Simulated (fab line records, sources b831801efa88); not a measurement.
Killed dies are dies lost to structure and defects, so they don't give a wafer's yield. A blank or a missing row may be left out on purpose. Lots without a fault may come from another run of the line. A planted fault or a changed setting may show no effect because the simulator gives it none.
Problem report in the 8D (eight disciplines) form, filled by code | flow sky130 | the parts of the form that need people (team, actions taken, sign-off) are left out

1. THE PROBLEM
cathode_dc_power_W at SKY_LOCAL_INTERCONNECT_SPUTTER_00 reads a mean of 6349.4 W on 6 wafers of 2 lots; wafers without a fault read 6499.9 W with a standard deviation of 1.3. That is -99 or more standard deviations from the usual mean.
The step: material TiN, target thk 100 nm, time 83.3 s.
First seen on wafer L738.1, day 35 00:56, on pvd_sputter-03. The record holds 39 wafers of 13 lots with a number at this step. Rule for "out", or "out of limits": more than 4 standard deviations from the usual mean. The other wafers with a number count as sound.

2. WHAT IT IS AND WHAT IT IS NOT
question                    | is                     | is not
which readings at this step | cathode_dc_power_W     | chamber_pressure_pa, throttle_valve_pct
which lots                  | L738, L739             | L721, L723, L724, L726, L727, L728, L729, L730, L731, L741, L743
which wafers of those lots  | all that have a number | -
read on which tools         | pvd_sputter-03         | pvd_sputter-01, pvd_sputter-02
when                        | from day 35 00:56      | up to then (27 sound wafers); but 6 sound wafers of L741, L743 came after

3. SUSPECTS, AND WHAT RULES EACH OUT
Counting: a tool at a process step up to the reading stays a suspect if it ran every lot that is out and no sound lot after the first of them.
- cmp-01 at SKY_LI_CONTACT_CMP_24 (polishes, stops on PSG, t overpolish 20 s, target thk 0 nm): ruled out as a lasting fault. Sound lots L743 ran on it after its first lot that is out, L738 (day 35 00:44).
- pvd_sputter-03 at SKY_LOCAL_INTERCONNECT_SPUTTER_00 (material TiN, target thk 100 nm, time 83.3 s): kept. It ran every lot that is out, first L738 (day 35 00:56), and no sound lot after that; its last sound lot up to then is L730 (day 32 21:36). Its own readings are out on those wafers: cathode_dc_power_W.
Left after counting: pvd_sputter-03 at SKY_LOCAL_INTERCONNECT_SPUTTER_00.

4. THE CAUSE (what the simulator had put in)
Process parameter drift: pvd_sputter-03, from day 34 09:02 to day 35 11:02, at SKY_LOCAL_INTERCONNECT_SPUTTER_00. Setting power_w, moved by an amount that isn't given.
Counting left only this tool.

5. THE CHAIN OF EFFECTS, in route order
Each row: a reading whose mean over the struck wafers that have a number lies more than 3 standard deviations from the usual. Only readings for which the record gives a usual standard deviation are gone through. hours: the time from each lot's start at the first step in this table that gives one to its start at this step, as a median over the lots. sigmas: the change in usual standard deviations.
hours | step                              | reading            | usual    | on struck wafers | change | sigmas
0     | SKY_LOCAL_INTERCONNECT_SPUTTER_00 | cathode_dc_power_W | 6499.9 W | 6349.4           | -150.5 | -99 or more
The process steps in it:
- SKY_LOCAL_INTERCONNECT_SPUTTER_00: material TiN, target thk 100 nm, time 83.3 s.
Later measuring or inspecting steps at which every struck wafer that the step has a row for has a number for every such reading, and none has moved that far: SKY_LOCAL_INTERCONNECT_OVL_MEAS_12.

6. WHAT WOULD HAVE CAUGHT IT SOONER
In this record the first reading out of limits was taken at day 35 00:56, 16 hours after the fault began at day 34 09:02.
